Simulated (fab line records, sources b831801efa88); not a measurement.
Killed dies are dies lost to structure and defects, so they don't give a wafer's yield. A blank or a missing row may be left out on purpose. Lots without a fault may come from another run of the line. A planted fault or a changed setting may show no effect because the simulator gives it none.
Which tool did it? | flow gf180mcu | 13 lots, 39 wafers sampled, at 2 steps of a route of 602

WHAT THE GAUGES READ, wafer by wafer
GF_SAB_THK_MEAS_01. Usual: SAB_CVD_00_THK 49.7 nm, standard deviation 0.6.
lot  | measured     | on            | SAB_CVD_00_THK (nm) | flag
L380 | day 14 11:04 | film_metro-03 | 49.7 50.5 50.3      |
L381 | day 14 18:16 | film_metro-03 | 50.1 50.5 50.4      |
L383 | day 15 07:50 | film_metro-02 | 49.6 49.9 49.9      |
L389 | day 17 06:58 | film_metro-02 | 48.4 48.4 49.5      |
L390 | day 17 15:20 | film_metro-04 | 49.1 49.3 49.8      |
L396 | day 20 01:02 | film_metro-03 | 49.1 49.4 49.9      |
L397 | day 20 07:08 | film_metro-04 | 49.2 49.7 49.5      |
L398 | day 20 12:43 | film_metro-02 | 49.4 49.7 50.0      |
L399 | day 20 20:29 | film_metro-04 | 49.7 50.3 50.2      |
L400 | day 21 05:40 | film_metro-02 | 49.2 48.6 50.2      |
L401 | day 21 17:41 | film_metro-03 | 49.3 48.4 49.6      |
L402 | day 21 19:37 | film_metro-02 | 49.7 50.5 50.2      |
L403 | day 22 00:32 | film_metro-04 | 50.3 50.0 50.5      |

WHICH TOOL RAN EACH LOT (tool, then ch and the chambers of the sampled wafers, then the start)
lot  | GF_VT_IMPLANT_IMPLANT_19
L380 | implanter-04 ch 0, day 6 04:47
L381 | implanter-04 ch 0, day 6 11:16
L383 | implanter-04 ch 0, day 6 22:34
L389 | implanter-04 ch 0, day 8 13:53
L390 | implanter-04 ch 0, day 8 19:25
L396 | implanter-01 ch 0, day 10 13:37
L397 | implanter-01 ch 0, day 10 16:25
L398 | implanter-03 ch 0, day 10 20:14
L399 | implanter-01 ch 0, day 11 04:16
L400 | implanter-03 ch 0, day 11 12:42
L401 | implanter-01 ch 0, day 11 21:03
L402 | implanter-04 ch 0, day 12 00:49
L403 | implanter-04 ch 0, day 12 04:37
- GF_VT_IMPLANT_IMPLANT_19

WHAT THE TOOLS THEMSELVES READ (means of the sampled wafers that have a number; where no wafer has one, the mark that the record gives instead)
GF_VT_IMPLANT_IMPLANT_19. Usual: beam_energy_keV 100.00, standard deviation 0.036.
lot  | tool         | beam_energy_keV | flag
L380 | implanter-04 | 100.00          |
L381 | implanter-04 | 99.98           |
L383 | implanter-04 | 99.98           |
L389 | implanter-04 | 103.20          | OFF
L390 | implanter-04 | 103.17          | OFF
L396 | implanter-01 | 100.01          |
L397 | implanter-01 | 99.97           |
L398 | implanter-03 | 100.06          |
L399 | implanter-01 | 100.01          |
L400 | implanter-03 | 100.02          |
L401 | implanter-01 | 99.98           |
L402 | implanter-04 | 100.04          |
L403 | implanter-04 | 100.02          |

THE ANSWER, worked out from the rows above alone
Rule: a lot is off if the mean of its wafers that have a number lies more than 3 standard deviations from the usual mean. A lot without any number at a reading at which 4 lots or more have one is off too. The other lots that the step has rows for count as sound. The gauges are gone through in route order, then the tools' own readings, and for those a lot's mean is taken as printed above. The first step at which some lot is off is used, and at that step the reading that is off furthest; a lot without a number counts as furthest.
Off: L389, L390, at GF_VT_IMPLANT_IMPLANT_19 (beam_energy_keV).
A tool fits if, at that step or a process step before it, it ran every lot that is off, and no sound lot after the first of them. None of those tried fits.

WHAT THE SIMULATOR HAD PUT IN
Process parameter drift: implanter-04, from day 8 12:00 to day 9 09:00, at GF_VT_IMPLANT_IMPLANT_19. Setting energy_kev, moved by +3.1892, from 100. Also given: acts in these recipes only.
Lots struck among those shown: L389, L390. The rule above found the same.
